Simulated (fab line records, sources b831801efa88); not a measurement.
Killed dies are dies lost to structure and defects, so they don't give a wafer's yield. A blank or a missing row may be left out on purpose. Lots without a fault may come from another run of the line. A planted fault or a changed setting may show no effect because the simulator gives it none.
Which tool did it? | flow gf180mcu | 7 lots, 21 wafers sampled, at 2 steps of a route of 602

WHAT THE GAUGES READ, wafer by wafer
GF_DUAL_GATE_OVL_MEAS_11.
lot  | measured     | on         | DUAL_GATE_OVL (nm)
L242 | day 8 14:53  | overlay-02 | 1.0 0.4 0.4
L244 | day 9 05:37  | overlay-02 | -1.1 -2.7 -0.4
L246 | day 9 22:36  | overlay-01 | 2.3 1.2 0.5
L248 | day 10 09:24 | overlay-02 | 0.3 1.2 0.9
L254 | day 12 02:20 | overlay-01 | 57.0 56.1 56.1
L260 | day 13 18:48 | overlay-02 | -1.6 -2.6 -1.0
L262 | day 14 13:07 | overlay-01 | 1.7 3.2 2.3

WHICH TOOL RAN EACH LOT (tool, then ch and the chambers of the sampled wafers, then the start)
lot  | GF_DUAL_GATE_EXPOSE_08
L242 | iline_stepper-01 ch 0, day 8 07:58
L244 | iline_stepper-02 ch 0, day 8 20:54
L246 | iline_stepper-01 ch 0, day 9 14:06
L248 | iline_stepper-01 ch 0, day 10 00:32
L254 | iline_stepper-02 ch 0, day 11 16:46
L260 | iline_stepper-01 ch 0, day 13 08:49
L262 | iline_stepper-01 ch 0, day 14 03:00
- GF_DUAL_GATE_EXPOSE_08: exposes mask Dualgate, target cd 700 nm.

THE ANSWER, worked out from the rows above alone
Rule: what is usual is taken from the lots themselves. Put in order of their means at a reading, lots are off if they are a third of the lots or fewer, leave a main group of 4 or more, and stand apart from it by a gap of 3 or more times the standard deviation of the main group's means; of several such gaps the widest counts. A main group whose means are all the same, to the digits that the tables above print for the reading, isn't used. A lot without any number at a reading at which 4 lots or more have one is off too. The other lots that the step has rows for count as sound.
Off: L254, at GF_DUAL_GATE_OVL_MEAS_11 (DUAL_GATE_OVL). The main group: mean 0.3 nm, standard deviation 1.5.
A tool fits if, at a process step before that reading, it ran every lot that is off, and no sound lot after the first of them. The gauges at GF_DUAL_GATE_OVL_MEAS_11 are tried like those tools. One fits: iline_stepper-02 at GF_DUAL_GATE_EXPOSE_08. Its last sound lot is L244 (day 8 20:54), its first lot that is off L254 (day 11 16:46): a fault that began between those two fits.

WHAT THE SIMULATOR HAD PUT IN
Scanner matching overlay: iline_stepper-02, from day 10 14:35 on, at GF_DUAL_GATE_EXPOSE_08. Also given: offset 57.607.
Lots struck among those shown: L254. The rule above found the same.
